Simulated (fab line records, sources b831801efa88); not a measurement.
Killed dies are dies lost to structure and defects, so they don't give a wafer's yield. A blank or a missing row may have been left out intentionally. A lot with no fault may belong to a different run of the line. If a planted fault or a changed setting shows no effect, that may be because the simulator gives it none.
What tool caused it? + flow sky130 + 6 lots, 18 wafers sampled, at 2 steps of a route of 708

WHAT EACH GAUGE READ, for each wafer
SKY_LDD_HVN_TW_MEAS_10.
| lot  | measured     | on            | LDD_HVN_TW     |
|------|--------------|---------------|----------------|
| L730 | day 21 11:28 | film_metro-04 | 1438 1439 1439 |
| L732 | day 22 03:37 | film_metro-02 | 1433 1428 1425 |
| L735 | day 23 09:55 | film_metro-02 | 1282 1269 1264 |
| L741 | day 25 09:16 | film_metro-01 | 1443 1450 1443 |
| L745 | day 26 17:40 | film_metro-04 | 1445 1441 1435 |
| L749 | day 27 21:44 | film_metro-02 | 1431 1445 1443 |

WHICH TOOL RAN EACH LOT (tool, then ch and the chambers of the sampled wafers, then the start)
| lot  | SKY_LDD_HVN_IMPLANT_08          |
|------|---------------------------------|
| L730 | implanter-04 ch 0, day 21 11:13 |
| L732 | implanter-03 ch 0, day 22 03:22 |
| L735 | implanter-03 ch 0, day 23 09:40 |
| L741 | implanter-01 ch 0, day 25 09:02 |
| L745 | implanter-04 ch 0, day 26 17:25 |
| L749 | implanter-03 ch 0, day 27 21:29 |
- SKY_LDD_HVN_IMPLANT_08

THE ANSWER, worked out from the rows above alone
Rule: usual is defined by the lots themselves. Put in order of their means at a reading, lots are off if they are a third of the lots or fewer, leave a main group of 4 or more, and stand apart from it by a gap of 3 or more times the standard deviation of the main group's means; of several such gaps the widest counts. Not used: any main group whose means are identical at the precision the tables above print for the reading. Also off: a lot with no number at a reading for which 4 or more lots have one. Any other lot the step has rows for is counted as sound.
Off: at SKY_LDD_HVN_TW_MEAS_10 (LDD_HVN_TW), L735. The main group has a mean of 1439 with a standard deviation of 5.4.
A tool fits if, at a process step before that reading, it ran every lot that is off, and no sound lot after the first of them. Gauges at SKY_LDD_HVN_TW_MEAS_10: tried the same way as those tools. No candidate that was tried fits.

WHAT THE SIMULATOR HAD INSERTED
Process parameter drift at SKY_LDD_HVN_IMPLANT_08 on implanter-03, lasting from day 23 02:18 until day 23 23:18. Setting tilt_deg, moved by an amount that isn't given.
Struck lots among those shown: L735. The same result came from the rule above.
